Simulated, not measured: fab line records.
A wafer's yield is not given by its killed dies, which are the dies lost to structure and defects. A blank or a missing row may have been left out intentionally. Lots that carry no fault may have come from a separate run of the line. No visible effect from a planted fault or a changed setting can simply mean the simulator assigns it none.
fab line records    flow gf180mcu
[record] lots = 5  wafers = 15  last_day = 34
route steps=602 shown VT_IMPLANT@118
lots that met no fault: from a run of the same line without faults
start_h: the number of hours between the record's first day and the start of the first shown wafer of the lot    wait_h: hours from the lot's prior step to this one    " as in the row above    L1.1+2: several wafers, shown together as one row    - no value, or no start was given    * or withheld: withheld    < > ~ a bound
route shown NAME@n: a module of which the file shows steps, and the number in the route of the first    usual: mean/standard deviation of fault-free wafers    same: alike in all rows    chamber/n: place in a boat    sites: the reading at each site    _std_site: how widely they spread, as a standard deviation    _edge_site: inner sites' mean taken away from outer sites' mean    radius_mm: how far each site lies from the wafer's centre    mask NAME#n: copy n    behind: the tool/chamber that last shaped the wafer    hold: cause of the lot's hold/its duration in hours/its outcome    device: the transistor (n, p or np) that didn't switch    end of line: tests of these same wafers at the route's end    a step with no rows: only its recipe    killed: count of dies lost to structure and defects at first sort (not the wafer's yield)    map: shows each die of a wafer: x if killed, . if not, _ if none is there
set.NAME: the setting as run; set.NAME@STEP: as run at that earlier step    model.NAME: the simulator's own value behind a step, which no gauge read
certain route steps with their lots: each step a table, each wafer a row
services: when a tool's chamber went out of use (start_h, in hours from the record's first day, below 0 if earlier), for how many hours, and the reason
[[steps]]
[step GF_VT_IMPLANT_DEVELOP_28]
[recipe] develop_time_s = 60  dev_temp_c = 23
lot.wafer   tool            chamber  start_h  wait_h
L079.1+2+6  litho_track-02  0        173.92   0.1
L087.2+3+6  litho_track-01  0        226.02   0.1
L089.1+2+5  litho_track-01  0        241.69   0.1
L094.2+3+6  litho_track-01  0        274.16   0.1
L095.2+5+6  litho_track-02  0        282.19   0.1
[step GF_VT_IMPLANT_OVL_MEAS_29]
[usual] VT_IMPLANT_02_OVL = -0.7/1.4
lot.wafer  tool        chamber  start_h  wait_h  VT_IMPLANT_02_OVL[nm]
L079.1     overlay-01  -        174.07   0.1     2.1
L079.2     "           -        "        "       -0.6
L079.6     "           -        "        "       0.5
L087.2     overlay-01  -        226.15   0.1     -3.4
L087.3     "           -        "        "       -4.2
L087.6     "           -        "        "       -2.8
L089.1     overlay-02  -        241.84   0.1     -2.9
L089.2     "           -        "        "       -1.4
L089.5     "           -        "        "       -3.7
L094.2     overlay-02  -        274.30   0.1     -0.9
L094.3     "           -        "        "       -1.0
L094.6     "           -        "        "       -0.5
L095.2     overlay-01  -        282.32   0.1     -1.1
L095.5     "           -        "        "       -0.4
L095.6     "           -        "        "       0.5
[step GF_VT_IMPLANT_IMPLANT_30]
[recipe] species = B  energy_kev = 25  dose_cm2 = 2.534e+12  tilt_deg = 7
lot.wafer   tool          chamber  start_h  wait_h
L079.1+2+6  implanter-01  0        174.11   0.0
L087.2+3+6  implanter-03  0        226.20   0.0
L089.1+2+5  implanter-04  0        241.88   0.0
L094.2+3+6  implanter-04  0        274.35   0.0
L095.2+5+6  implanter-03  0        282.38   0.0
[step GF_VT_IMPLANT_STRIP_31]
[recipe] chemistry = O2/N2  power_w = 1400  pressure_mtorr = 1500  platen_temp_c = 250  o2_flow_sccm = 3000  n2_flow_sccm = 300  overash_fraction = 0.5
[usual] drypump_motor_current_A = 5.7/0.37  heater_power_w = 355/49  oes_product_au = 0.716/0.0042  strip_time_to_endpoint_s = 12.63/0.035
lot.wafer  tool             chamber  start_h  wait_h  drypump_motor_current_A  heater_power_w  oes_product_au  rf_hours_counter_h  strip_time_to_endpoint_s
L079.1     plasma_asher-02  0        174.26   0.1     5.5                      333             0.715           6                   12.63
L079.2     "                1        "        "       5.7                      436             0.716           6                   12.61
L079.6     "                0        "        "       5.5                      331             0.710           -                   12.63
L087.2     plasma_asher-04  0        226.33   0.1     6.6                      296             0.715           58                  12.61
L087.3     "                0        "        "       6.6                      290             0.719           -                   12.62
L087.6     "                1        "        "       5.4                      343             0.717           -                   12.61
L089.1     plasma_asher-01  0        242.03   0.1     5.8                      403             0.716           57                  12.74
L089.2     "                1        "        "       5.5                      310             0.718           57                  12.63
L089.5     "                1        "        "       5.5                      306             0.721           -                   12.66
L094.2     plasma_asher-04  1        274.48   0.1     5.5                      344             0.718           63                  12.61
L094.3     "                0        "        "       6.6                      284             0.720           -                   12.62
L094.6     "                1        "        "       5.5                      347             0.714           -                   12.61
L095.2     plasma_asher-02  0        282.50   0.1     5.5                      333             0.716           16                  12.60
L095.5     "                0        "        "       5.5                      327             0.722           -                   12.59
L095.6     "                1        "        "       5.8                      426             0.712           -                   12.59
[step GF_VT_IMPLANT_TW_MEAS_32]
[usual] VT_IMPLANT_3_TW = 270.8/1.5
lot.wafer  tool           chamber  start_h  wait_h  VT_IMPLANT_3_TW
L079.1     film_metro-01  -        174.36   0.1     271.2
L079.2     "              -        "        "       269.0
L079.6     "              -        "        "       269.6
L087.2     film_metro-02  -        226.44   0.1     272.5
L087.3     "              -        "        "       272.0
L087.6     "              -        "        "       272.0
L089.1     film_metro-04  -        242.13   0.1     267.9
L089.2     "              -        "        "       268.0
L089.5     "              -        "        "       268.6
L094.2     film_metro-04  -        274.59   0.1     269.2
L094.3     "              -        "        "       269.4
L094.6     "              -        "        "       269.9
L095.2     film_metro-04  -        282.61   0.1     269.8
L095.5     "              -        "        "       268.9
L095.6     "              -        "        "       269.2
[step GF_VT_IMPLANT_DEHYDRATE_33]
[recipe] temp_c = 200  time_s = 60
lot.wafer   tool            chamber  start_h  wait_h
L079.1+2+6  litho_track-02  0        182.32   8.0
L087.2+3+6  litho_track-01  0        235.51   9.1
L089.1+2+5  litho_track-01  0        250.44   8.3
L094.2+3+6  litho_track-02  0        283.59   9.0
L095.2+5+6  litho_track-02  0        291.49   8.9
[step GF_VT_IMPLANT_HMDS_34]
[recipe] prime_time_s = 60  prime_temp_c = 120
lot.wafer   tool            chamber  start_h  wait_h
L079.1+2+6  litho_track-02  0        182.47   0.1
L087.2+3+6  litho_track-01  0        235.66   0.1
L089.1+2+5  litho_track-01  0        250.59   0.1
L094.2+3+6  litho_track-02  0        283.74   0.1
L095.2+5+6  litho_track-02  0        291.64   0.1
[step GF_VT_IMPLANT_COAT_35]
[recipe] resist = NOVOLAK  spin_rpm = 3000  resist_thk_nm = 1000
lot.wafer   tool            chamber  start_h  wait_h
L079.1+2+6  litho_track-02  0        182.62   0.1
L087.2+3+6  litho_track-01  0        235.81   0.1
L089.1+2+5  litho_track-01  0        250.74   0.1
L094.2+3+6  litho_track-02  0        283.89   0.1
L095.2+5+6  litho_track-02  0        291.79   0.1
[step GF_VT_IMPLANT_SOFTBAKE_36]
[recipe] temp_c = 90  time_s = 60  resist = NOVOLAK
lot.wafer   tool            chamber  start_h  wait_h
L079.1+2+6  litho_track-02  0        182.77   0.1
L087.2+3+6  litho_track-01  0        235.96   0.1
L089.1+2+5  litho_track-01  0        250.89   0.1
L094.2+3+6  litho_track-02  0        284.04   0.1
L095.2+5+6  litho_track-02  0        291.94   0.1
[step GF_VT_IMPLANT_EXPOSE_37]
[recipe] mask_id = Nwell_HV_AREA  target_cd_nm = 860  na = 0.6  source_shape = conventional  sigma_outer = 0.6  dose_mj = 140
lot.wafer   tool              chamber  start_h  wait_h  mask
L079.1+2+6  iline_stepper-01  0        -        -       Nwell_HV_AREA#0
L087.2+3+6  iline_stepper-02  0        -        -       Nwell_HV_AREA#0
L089.1+2+5  iline_stepper-02  0        -        -       Nwell_HV_AREA#0
L094.2+3+6  iline_stepper-02  0        -        -       Nwell_HV_AREA#0
L095.2+5+6  iline_stepper-02  0        -        -       Nwell_HV_AREA#0
[step GF_VT_IMPLANT_PEB_38]
[recipe] temp_c = withheld  time_s = *  resist = NOVOLAK
lot.wafer   tool            chamber  start_h  wait_h
L079.1+2+6  litho_track-02  0        -        -
L087.2+3+6  litho_track-01  0        -        -
L089.1+2+5  litho_track-02  0        -        -
L094.2+3+6  litho_track-02  0        -        -
L095.2+5+6  litho_track-03  0        -        -
[step GF_VT_IMPLANT_DEVELOP_39]
[recipe] develop_time_s = 60  dev_temp_c = 23
lot.wafer   tool            chamber  start_h  wait_h
L079.1+2+6  litho_track-02  0        191.12   0.1
L087.2+3+6  litho_track-01  0        245.01   0.1
L089.1+2+5  litho_track-02  0        260.17   0.1
L094.2+3+6  litho_track-02  0        293.64   0.1
L095.2+5+6  litho_track-03  0        301.43   0.1
[step GF_VT_IMPLANT_OVL_MEAS_40]
[usual] VT_IMPLANT_03_OVL = -1.0/1.2
lot.wafer  tool        chamber  start_h  wait_h  VT_IMPLANT_03_OVL[nm]
L079.1     overlay-02  -        191.27   0.1     -0.9
L079.2     "           -        "        "       -2.3
L079.6     "           -        "        "       -1.2
L087.2     overlay-02  -        245.15   0.1     -1.6
L087.3     "           -        "        "       -0.8
L087.6     "           -        "        "       -2.0
L089.1     overlay-02  -        260.32   0.1     1.0
L089.2     "           -        "        "       0.4
L089.5     "           -        "        "       1.9
L094.2     overlay-01  -        293.77   0.1     1.3
L094.3     "           -        "        "       0.5
L094.6     "           -        "        "       0.8
L095.2     overlay-02  -        301.56   0.1     -0.1
L095.5     "           -        "        "       -2.3
L095.6     "           -        "        "       -0.8
[step GF_VT_IMPLANT_IMPLANT_41]
[recipe] species = As  energy_kev = 70  dose_cm2 = 1.013e+12  tilt_deg = 7
lot.wafer   tool          chamber  start_h  wait_h
L079.1+2+6  implanter-01  0        191.30   0.0
L087.2+3+6  implanter-01  0        245.20   0.0
L089.1+2+5  implanter-01  0        260.35   0.0
L094.2+3+6  implanter-04  0        293.83   0.0
L095.2+5+6  implanter-01  0        301.62   0.0
[step GF_VT_IMPLANT_STRIP_42]
[recipe] chemistry = O2/N2  power_w = 1400  pressure_mtorr = 1500  platen_temp_c = 250  o2_flow_sccm = 3000  n2_flow_sccm = 300  overash_fraction = 0.5
[usual] drypump_motor_current_A = 5.8/0.39  heater_power_w = 351/47  oes_product_au = 0.715/0.0043  strip_time_to_endpoint_s = 12.63/0.032
lot.wafer  tool             chamber  start_h  wait_h  drypump_motor_current_A  heater_power_w  oes_product_au  rf_hours_counter_h  strip_time_to_endpoint_s
L079.1     plasma_asher-01  0        191.45   0.1     5.8                      397             0.713           51                  12.63
L079.2     "                1        "        "       5.5                      309             0.717           51                  12.65
L079.6     "                0        "        "       5.8                      395             0.721           -                   12.63
L087.2     plasma_asher-01  1        245.33   0.1     5.5                      304             0.715           57                  12.60
L087.3     "                0        "        "       5.8                      394             0.714           -                   12.59
L087.6     "                0        "        "       5.8                      397             0.722           -                   12.60
L089.1     plasma_asher-01  0        260.50   0.1     5.8                      402             0.715           59                  12.65
L089.2     "                1        "        "       5.5                      301             0.714           59                  12.66
L089.5     "                1        "        "       5.5                      308             0.716           -                   12.68
L094.2     plasma_asher-04  0        293.95   0.1     6.6                      295             0.714           65                  12.62
L094.3     "                0        "        "       6.6                      289             0.720           -                   12.59
L094.6     "                1        "        "       5.4                      350             0.714           -                   12.60
L095.2     plasma_asher-02  1        301.74   0.1     5.8                      416             0.712           18                  12.66
L095.5     "                0        "        "       5.5                      339             0.715           -                   12.63
L095.6     "                1        "        "       5.8                      420             0.721           -                   12.61
[step GF_VT_IMPLANT_TW_MEAS_43]
[usual] VT_IMPLANT_4_TW = 698/3.7
lot.wafer  tool           chamber  start_h  wait_h  VT_IMPLANT_4_TW
L079.1     film_metro-02  -        191.55   0.1     697
L079.2     "              -        "        "       697
L079.6     "              -        "        "       697
L087.2     film_metro-02  -        245.44   0.1     702
L087.3     "              -        "        "       704
L087.6     "              -        "        "       702
L089.1     film_metro-04  -        260.60   0.1     691
L089.2     "              -        "        "       693
L089.5     "              -        "        "       696
L094.2     film_metro-01  -        294.06   0.1     702
L094.3     "              -        "        "       698
L094.6     "              -        "        "       702
L095.2     film_metro-02  -        301.85   0.1     701
L095.5     "              -        "        "       704
L095.6     "              -        "        "       700
[[services]]
tool              chamber  start_h  hours  kind
implanter-04      -        158.09   6.8    pm
plasma_asher-02   -        175.56   5.7    pm
plasma_asher-04   -        179.94   4.5    repair
iline_stepper-01  0        186.82   -      calibration
implanter-04      -        196.95   3.5    repair
implanter-04      -        206.32   0.6    repair
implanter-03      -        235.88   1.2    repair
plasma_asher-02   -        246.72   6.5    repair
implanter-03      -        271.86   4.7    pm
implanter-03      -        280.85   0.5    repair
iline_stepper-01  -        290.50   1.7    pm
plasma_asher-01   -        296.43   4.0    pm
plasma_asher-02   -        298.28   0.6    repair
[[key]]
fault none
